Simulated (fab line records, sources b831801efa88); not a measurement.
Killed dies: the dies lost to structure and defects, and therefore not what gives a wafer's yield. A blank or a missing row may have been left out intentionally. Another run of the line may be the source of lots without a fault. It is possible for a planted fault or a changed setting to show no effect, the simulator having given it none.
fab line records ; flow sky130
[record] lots = 6; wafers = 18; lastDay = 48
route steps=708 shown VT_ADJUST_LVTN@109 VT_ADJUST_NCORE@119 PAD_OPEN@708
lots that met no fault: from a run of the same line without faults
startH: the number of hours between the record's first day and the start of the first shown wafer of the lot ; waitH: hours since the lot's step before ; " the same as in the row above ; L1.1+2: a row that stands for several wafers ; - no value, or no start was given ; * or withheld: withheld ; < > ~ a bound
route shown NAME@n: NAME is a module with steps in the file, n the number in the route of the first one ; usual: mean and standard deviation over wafers with no fault ; same: alike in all rows ; chamber/n: place in a boat ; sites: the reading at each site ; _std_site: how widely they spread, as a standard deviation ; _edge_site: the outer-site mean with the inner-site mean subtracted ; radiusMm: for every site, how far away it sits from the centre of the wafer ; mask NAME#n: copy n ; behind: the tool/chamber that last shaped the wafer ; hold: reason for holding the lot/hours on hold/outcome of the hold ; device: names the non-switching transistor (n, p or np) ; end of line: at the end of the route, the tests of the same wafers ; a step with no rows: only its recipe ; killed: count of dies lost to structure and defects at first sort (not the wafer's yield) ; map: a wafer's dies, x killed, . not, _ none there
set.NAME: the setting that was run; set.NAME@STEP: the one run at that earlier step ; model.NAME: the simulator's own value behind a step, which no gauge read
lots at some steps of the route; a table a step, a row a wafer
services: the hour from which a tool's chamber was out of use, counted from the record's first day as startH (under 0 if before that day), plus the number of hours and why
[[steps]]
[step SKY_VT_ADJUST_LVTN_HMDS_12]
[recipe] primeTimeS = 60; primeTempC = 120
[step SKY_VT_ADJUST_LVTN_COAT_13]
[recipe] resist = NOVOLAK; spinRpm = 3000; resistThkNm = 1140
[step SKY_VT_ADJUST_LVTN_SOFTBAKE_14]
[recipe] tempC = 90; timeS = 60; resist = NOVOLAK
[step SKY_VT_ADJUST_LVTN_EXPOSE_15]
[recipe] maskId = HVN_STD_DERIVED; na = 0.6; sourceShape = conventional; sigmaOuter = 0.6; polarization = unpolarized; targetCdNm = 600; doseMj = 163
[step SKY_VT_ADJUST_LVTN_PEB_16]
[recipe] tempC = withheld; timeS = *; resist = NOVOLAK
[step SKY_VT_ADJUST_LVTN_DEVELOP_17]
[recipe] resist = NOVOLAK; developer = TMAH; developTimeS = 60; devTempC = 23
[step SKY_VT_ADJUST_LVTN_OVL_MEAS_18]
[usual] VT_ADJUST_LVTN_01_OVL = -0.3/1.4
lot.wafer;tool;chamber;startH;waitH;VT_ADJUST_LVTN_01_OVL[nm]
L925.1;overlay-02;-;182.63;0.1;-1.1
L925.2;overlay-02;-;182.63;0.1;-0.1
L925.4;overlay-02;-;182.63;0.1;-3.2
L926.3;overlay-02;-;183.77;0.1;-0.8
L926.5;overlay-02;-;183.77;0.1;1.6
L926.6;overlay-02;-;183.77;0.1;0.5
L934.1;overlay-02;-;235.31;0.1;-1.8
L934.4;overlay-02;-;235.31;0.1;-2.3
L934.6;overlay-02;-;235.31;0.1;0.2
L935.2;overlay-01;-;237.05;0.1;-1.1
L935.4;overlay-01;-;237.05;0.1;-0.4
L935.5;overlay-01;-;237.05;0.1;-1.5
L937.1;overlay-01;-;253.73;0.1;0.9
L937.2;overlay-01;-;253.73;0.1;-0.5
L937.6;overlay-01;-;253.73;0.1;1.2
L938.2;overlay-01;-;259.94;0.1;-0.5
L938.5;overlay-01;-;259.94;0.1;1.5
L938.6;overlay-01;-;259.94;0.1;0.3
[step SKY_VT_ADJUST_LVTN_IMPLANT_19]
[recipe] species = B; energyKev = 30; doseCm2 = 6.5e+11; tiltDeg = withheld
[step SKY_VT_ADJUST_LVTN_STRIP_20]
[recipe] chemistry = O2/N2; powerW = 1400; pressureMtorr = 1500; platenTempC = withheld; o2FlowSccm = 3000; n2FlowSccm = 300; overashFraction = 0.5
[usual] chamberPressureMTorr = 1500.0/1.4; drypumpMotorCurrentA = 5.73/0.15; oesProductAu = 0.715/0.0047; stripTimeToEndpointS = 14.19/0.045
lot.wafer;tool;chamber;startH;waitH;chamberPressureMTorr;drypumpMotorCurrentA;oesProductAu;rfHoursCounterH;stripTimeToEndpointS
L925.1;plasmaAsher-03;1;182.82;0.1;1502.4;5.84;0.718;6;14.18
L925.2;plasmaAsher-03;0;182.82;0.1;1496.8;5.71;0.715;6;14.21
L925.4;plasmaAsher-03;1;182.82;0.1;1501.9;5.79;0.711;-;14.16
L926.3;plasmaAsher-01;0;183.98;0.1;1496.8;5.48;0.708;-;14.18
L926.5;plasmaAsher-01;0;183.98;0.1;1499.1;5.47;0.713;-;14.24
L926.6;plasmaAsher-01;1;183.98;0.1;1499.4;5.44;0.718;-;14.19
L934.1;plasmaAsher-03;1;235.50;0.1;1502.3;5.85;0.723;11;14.22
L934.4;plasmaAsher-03;0;235.50;0.1;1500.8;5.73;0.715;-;14.23
L934.6;plasmaAsher-03;1;235.50;0.1;1504.0;5.84;0.712;-;14.22
L935.2;plasmaAsher-01;0;237.23;0.1;1499.5;5.51;0.713;55;14.17
L935.4;plasmaAsher-01;0;237.23;0.1;1498.2;5.48;0.714;-;14.22
L935.5;plasmaAsher-01;0;237.23;0.1;1497.8;5.47;0.718;-;14.20
L937.1;plasmaAsher-02;1;253.92;0.1;1497.2;5.84;0.708;57;14.18
L937.2;plasmaAsher-02;0;253.92;0.1;1500.4;5.81;0.722;57;14.20
L937.6;plasmaAsher-02;0;253.92;0.1;1500.5;5.82;0.710;-;14.19
L938.2;plasmaAsher-03;1;260.12;0.1;1501.0;5.85;0.709;14;14.16
L938.5;plasmaAsher-03;0;260.12;0.1;1498.7;5.72;0.715;-;14.24
L938.6;plasmaAsher-03;1;260.12;0.1;1501.3;5.82;0.714;-;14.16
[step SKY_VT_ADJUST_LVTN_TW_MEAS_21]
[usual] VT_ADJUST_LVTN_2_TW = 187.9/1.8
lot.wafer;tool;chamber;startH;waitH;VT_ADJUST_LVTN_2_TW
L925.1;filmMetro-01;-;182.92;0.1;189.6
L925.2;filmMetro-01;-;182.92;0.1;189.0
L925.4;filmMetro-01;-;182.92;0.1;189.5
L926.3;filmMetro-01;-;184.07;0.1;190.0
L926.5;filmMetro-01;-;184.07;0.1;189.8
L926.6;filmMetro-01;-;184.07;0.1;190.4
L934.1;filmMetro-03;-;235.60;0.1;186.4
L934.4;filmMetro-03;-;235.60;0.1;186.0
L934.6;filmMetro-03;-;235.60;0.1;185.8
L935.2;filmMetro-01;-;237.34;0.1;188.8
L935.4;filmMetro-01;-;237.34;0.1;191.0
L935.5;filmMetro-01;-;237.34;0.1;190.0
L937.1;filmMetro-04;-;254.02;0.1;190.7
L937.2;filmMetro-04;-;254.02;0.1;191.1
L937.6;filmMetro-04;-;254.02;0.1;190.8
L938.2;filmMetro-03;-;260.23;0.1;185.7
L938.5;filmMetro-03;-;260.23;0.1;184.7
L938.6;filmMetro-03;-;260.23;0.1;185.8
[step SKY_VT_ADJUST_NCORE_DEHYDRATE_00]
[recipe] tempC = 200; timeS = 60
[step SKY_VT_ADJUST_NCORE_HMDS_01]
[recipe] primeTimeS = 60; primeTempC = 120
[step SKY_VT_ADJUST_NCORE_COAT_02]
[recipe] resist = NOVOLAK; spinRpm = 3000; resistThkNm = 1140
lot.wafer;tool;chamber;startH;waitH;model.NOVOLAK_of_VT_ADJUST_NCORE_COAT_02.thkNm
L925.1+4;lithoTrack-01;0;191.91;0.1;1143
L925.2;lithoTrack-01;0;191.91;0.1;1144
L926.3;lithoTrack-03;0;193.33;0.1;1138
L926.5+6;lithoTrack-03;0;193.33;0.1;1137
L934.1;lithoTrack-03;0;246.48;0.1;1144
L934.4;lithoTrack-03;0;246.48;0.1;1148
L934.6;lithoTrack-03;0;246.48;0.1;1147
L935.2+5;lithoTrack-01;0;248.74;0.1;1142
L935.4;lithoTrack-01;0;248.74;0.1;1138
L937.1;lithoTrack-01;0;265.31;0.1;1223
L937.2;lithoTrack-01;0;265.31;0.1;1221
L937.6;lithoTrack-01;0;265.31;0.1;1219
L938.2;lithoTrack-01;0;271.94;0.1;1224
L938.5;lithoTrack-01;0;271.94;0.1;1222
L938.6;lithoTrack-01;0;271.94;0.1;1219
[step SKY_VT_ADJUST_NCORE_SOFTBAKE_03]
[recipe] tempC = 90; timeS = 60; resist = NOVOLAK
[step SKY_VT_ADJUST_NCORE_EXPOSE_04]
[recipe] maskId = LVTN_COMPLEMENT_THIN; na = 0.6; sourceShape = conventional; sigmaOuter = 0.6; polarization = unpolarized; targetCdNm = 380; doseMj = 139
[step SKY_VT_ADJUST_NCORE_PEB_05]
[recipe] tempC = withheld; timeS = *; resist = NOVOLAK
[step SKY_VT_ADJUST_NCORE_DEVELOP_06]
[recipe] resist = NOVOLAK; developer = TMAH; developTimeS = 60; devTempC = 23
lot.wafer;tool;chamber;startH;waitH;model.NOVOLAK_of_VT_ADJUST_NCORE_COAT_02.thkNm
L925.1+4;lithoTrack-04;0;202.78;0.1;1142
L925.2;lithoTrack-04;0;202.78;0.1;1144
L926.3;lithoTrack-04;0;204.03;0.1;1138
L926.5+6;lithoTrack-04;0;204.03;0.1;1137
L934.1;lithoTrack-03;0;258.23;0.1;1143
L934.4;lithoTrack-03;0;258.23;0.1;1147
L934.6;lithoTrack-03;0;258.23;0.1;1146
L935.2;lithoTrack-03;0;260.10;0.1;1142
L935.4;lithoTrack-03;0;260.10;0.1;1138
L935.5;lithoTrack-03;0;260.10;0.1;1141
L937.1;lithoTrack-03;0;277.48;0.1;1222
L937.2;lithoTrack-03;0;277.48;0.1;1220
L937.6;lithoTrack-03;0;277.48;0.1;1219
L938.2;lithoTrack-01;0;284.29;0.1;1224
L938.5;lithoTrack-01;0;284.29;0.1;1222
L938.6;lithoTrack-01;0;284.29;0.1;1219
[step SKY_VT_ADJUST_NCORE_CD_MEAS_07]
[recipe] targetCdNm = 380
[usual] cdNm = 379.4/2.9
lot.wafer;tool;chamber;startH;waitH;cdNm
L925.1;cdSem-01;-;202.93;0.1;374.6
L925.2;cdSem-01;-;202.93;0.1;375.4
L925.4;cdSem-01;-;202.93;0.1;375.3
L926.3;cdSem-02;-;204.17;0.1;383.4
L926.5;cdSem-02;-;204.17;0.1;380.3
L926.6;cdSem-02;-;204.17;0.1;380.3
L934.1;cdSem-02;-;258.38;0.1;378.5
L934.4;cdSem-02;-;258.38;0.1;379.3
L934.6;cdSem-02;-;258.38;0.1;381.2
L935.2;cdSem-02;-;260.25;0.1;378.7
L935.4;cdSem-02;-;260.25;0.1;382.1
L935.5;cdSem-02;-;260.25;0.1;377.6
L937.1;cdSem-02;-;277.63;0.1;376.9
L937.2;cdSem-02;-;277.63;0.1;376.4
L937.6;cdSem-02;-;277.63;0.1;374.0
L938.2;cdSem-02;-;284.43;0.1;374.9
L938.5;cdSem-02;-;284.43;0.1;373.2
L938.6;cdSem-02;-;284.43;0.1;372.7
[step SKY_VT_ADJUST_NCORE_OVL_MEAS_08]
[usual] VT_ADJUST_NCORE_OVL = -0.8/1.1
lot.wafer;tool;chamber;startH;waitH;VT_ADJUST_NCORE_OVL[nm]
L925.1;overlay-01;-;203.05;0.1;-0.6
L925.2;overlay-01;-;203.05;0.1;-0.7
L925.4;overlay-01;-;203.05;0.1;-2.5
L926.3;overlay-01;-;204.26;0.1;0.9
L926.5;overlay-01;-;204.26;0.1;0.6
L926.6;overlay-01;-;204.26;0.1;-0.5
L934.1;overlay-01;-;258.50;0.1;-0.5
L934.4;overlay-01;-;258.50;0.1;-1.2
L934.6;overlay-01;-;258.50;0.1;-3.0
L935.2;overlay-02;-;260.36;0.1;0.4
L935.4;overlay-02;-;260.36;0.1;-1.0
L935.5;overlay-02;-;260.36;0.1;0.2
L937.1;overlay-01;-;277.75;0.1;-1.1
L937.2;overlay-01;-;277.75;0.1;-1.0
L937.6;overlay-01;-;277.75;0.1;-2.6
L938.2;overlay-02;-;284.54;0.1;0.5
L938.5;overlay-02;-;284.54;0.1;1.1
L938.6;overlay-02;-;284.54;0.1;-0.6
[step SKY_VT_ADJUST_NCORE_IMPLANT_09]
[recipe] species = B; energyKev = 10; doseCm2 = 2.4e+12; tiltDeg = withheld
[step SKY_VT_ADJUST_NCORE_STRIP_10]
[recipe] chemistry = O2/N2; powerW = 1400; pressureMtorr = 1500; platenTempC = withheld; o2FlowSccm = 3000; n2FlowSccm = 300; overashFraction = 0.5
[usual] chamberPressureMTorr = 1500.1/1.4; drypumpMotorCurrentA = 5.90/0.22; oesProductAu = 0.715/0.0051; stripTimeToEndpointS = 14.20/0.04
lot.wafer;tool;chamber;startH;waitH;chamberPressureMTorr;drypumpMotorCurrentA;oesProductAu;rfHoursCounterH;stripTimeToEndpointS
L925.1;plasmaAsher-04;1;203.24;0.1;1501.2;6.35;0.714;37;14.20
L925.2;plasmaAsher-04;0;203.24;0.1;1498.8;5.77;0.714;37;14.22
L925.4;plasmaAsher-04;1;203.24;0.1;1500.1;6.31;0.720;-;14.21
L926.3;plasmaAsher-02;1;204.47;0.1;1501.6;5.88;0.721;-;14.15
L926.5;plasmaAsher-02;1;204.47;0.1;1496.1;5.86;0.715;-;14.16
L926.6;plasmaAsher-02;0;204.47;0.1;1501.5;5.80;0.716;-;14.14
L934.1;plasmaAsher-04;1;258.69;0.1;1499.6;6.39;0.715;42;14.21
L934.4;plasmaAsher-04;1;258.69;0.1;1501.1;6.34;0.714;-;14.27
L934.6;plasmaAsher-04;1;258.69;0.1;1501.8;6.36;0.713;-;14.25
L935.2;plasmaAsher-04;1;260.54;0.1;1499.9;6.33;0.714;43;14.20
L935.4;plasmaAsher-04;1;260.54;0.1;1499.7;6.35;0.714;-;14.14
L935.5;plasmaAsher-04;1;260.54;0.1;1500.4;6.33;0.715;-;14.19
L937.1;plasmaAsher-02;1;277.94;0.1;1498.0;5.85;0.723;60;15.09
L937.2;plasmaAsher-02;0;277.94;0.1;1500.1;5.81;0.711;60;15.08
L937.6;plasmaAsher-02;1;277.94;0.1;1501.9;5.86;0.717;-;15.07
L938.2;plasmaAsher-04;0;284.72;0.1;1500.8;5.74;0.712;45;15.14
L938.5;plasmaAsher-04;0;284.72;0.1;1502.2;5.75;0.713;-;15.11
L938.6;plasmaAsher-04;1;284.72;0.1;1503.4;6.32;0.721;-;15.06
[step SKY_VT_ADJUST_NCORE_TW_MEAS_11]
[usual] VT_ADJUST_NCORE_TW = 219.6/1.3
lot.wafer;tool;chamber;startH;waitH;VT_ADJUST_NCORE_TW
L925.1;filmMetro-04;-;203.34;0.1;218.6
L925.2;filmMetro-04;-;203.34;0.1;220.1
L925.4;filmMetro-04;-;203.34;0.1;218.9
L926.3;filmMetro-01;-;204.56;0.1;220.7
L926.5;filmMetro-01;-;204.56;0.1;220.9
L926.6;filmMetro-01;-;204.56;0.1;220.3
L934.1;filmMetro-02;-;258.79;0.1;218.7
L934.4;filmMetro-02;-;258.79;0.1;217.6
L934.6;filmMetro-02;-;258.79;0.1;217.7
L935.2;filmMetro-01;-;260.65;0.1;219.2
L935.4;filmMetro-01;-;260.65;0.1;219.3
L935.5;filmMetro-01;-;260.65;0.1;219.3
L937.1;filmMetro-01;-;278.04;0.1;221.0
L937.2;filmMetro-01;-;278.04;0.1;221.0
L937.6;filmMetro-01;-;278.04;0.1;221.5
L938.2;filmMetro-04;-;284.83;0.1;220.3
L938.5;filmMetro-04;-;284.83;0.1;220.3
L938.6;filmMetro-04;-;284.83;0.1;220.0
[step SKY_PAD_OPEN_PROBE_99]
[usual] killed_at_M0_to_M3 = 43/6.8; killed_at_M4_up = 3.0/1.6; killedAtContacts = 25/6; killedAtFrontEnd = 15/4.4; killedAtOther = 0.3/0.52; killedDies = 86/9.6; killedOpen = 47/6.7; killedShort = 39/6.8
[same] grossDies = 492; killedAtBackSide = 0
lot.wafer;tool;chamber;startH;waitH;killed_at_M0_to_M3;killed_at_M4_up;killedAtContacts;killedAtFrontEnd;killedAtOther;killedDies;killedOpen;killedShort
L937.1;prober-01;-;1158.30;0.1;38;4;37;13;0;92;48;44
L938.6;prober-02;-;1160.23;0.2;41;2;18;9;1;71;32;38
// killed by level:class
L937.1 CONTACT:geometricParticle:open=11 VIA1:geometricParticle:open=10 LI_CONTACT:geometricParticle:open=9 CONTACT:geometricParticle:short=6 VIA1:geometricParticle:short=6 LOCAL_INTERCONNECT:geometricParticle:short=5 VIA3:geometricParticle:open=5 FIELD_ISO:geometricParticle:short=4
L938.6 VIA1:geometricParticle:open=9 LI_CONTACT:geometricParticle:short=7 METAL1:geometricParticle:short=7 CONTACT:geometricParticle:open=5 FIELD_ISO:geometricParticle:open=4 METAL2:geometricParticle:short=4 VIA3:geometricParticle:short=4 CONTACT:geometricParticle:short=3
[[services]]
tool;chamber;startH;hours;kind
plasmaAsher-04;-;199.23;2.8;pm
plasmaAsher-04;-;222.98;4.3;repair
plasmaAsher-02;-;256.64;1.3;repair
plasmaAsher-01;-;262.83;2.8;pm
plasmaAsher-03;-;274.08;5.1;repair
plasmaAsher-03;-;276.39;3.1;repair
[[key]]
[firstSign] step = SKY_VT_ADJUST_NCORE_CD_MEAS_07; reading = cdNm; direction = down; sigmas = 1.6; usual = 379.4; struck = 374.7
[effect] step = SKY_VT_ADJUST_NCORE_STRIP_10; reading = stripTimeToEndpointS; direction = up; sigmas = 22; usual = *; struck = *
[modelEffect] step = SKY_VT_ADJUST_NCORE_COAT_02; value = NOVOLAK_of_VT_ADJUST_NCORE_COAT_02.thkNm; without = 1145; struck = 1221
[modelEffect] step = SKY_VT_ADJUST_NCORE_DEVELOP_06; value = NOVOLAK_of_VT_ADJUST_NCORE_COAT_02.thkNm; without = 1145; struck = 1221
metAt SKY_VT_ADJUST_NCORE_COAT_02
struckWafers L937.1,L937.2,L937.6,L938.2,L938.5,L938.6
testerLeftOut L937,L938
onsetBetween 248.74 265.31
alsoFits time
[fault] kind = processParameterDrift; tool = lithoTrack-01; chamber = -; onsetH = 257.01; steps = SKY_VT_ADJUST_NCORE_COAT_02; channel = resistThkNm; offset = 75.968; shape = step; endH = 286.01; actsIn = theseRecipesOnly; stated = 1140
// testerLeftOut: of these lots the tester's yield and bins aren't shown, on N5 and GAA mostly nor the transistor test; their killed dies are dies lost to structure and defects alone, not to doping, threshold or leakage, so they don't give the yield
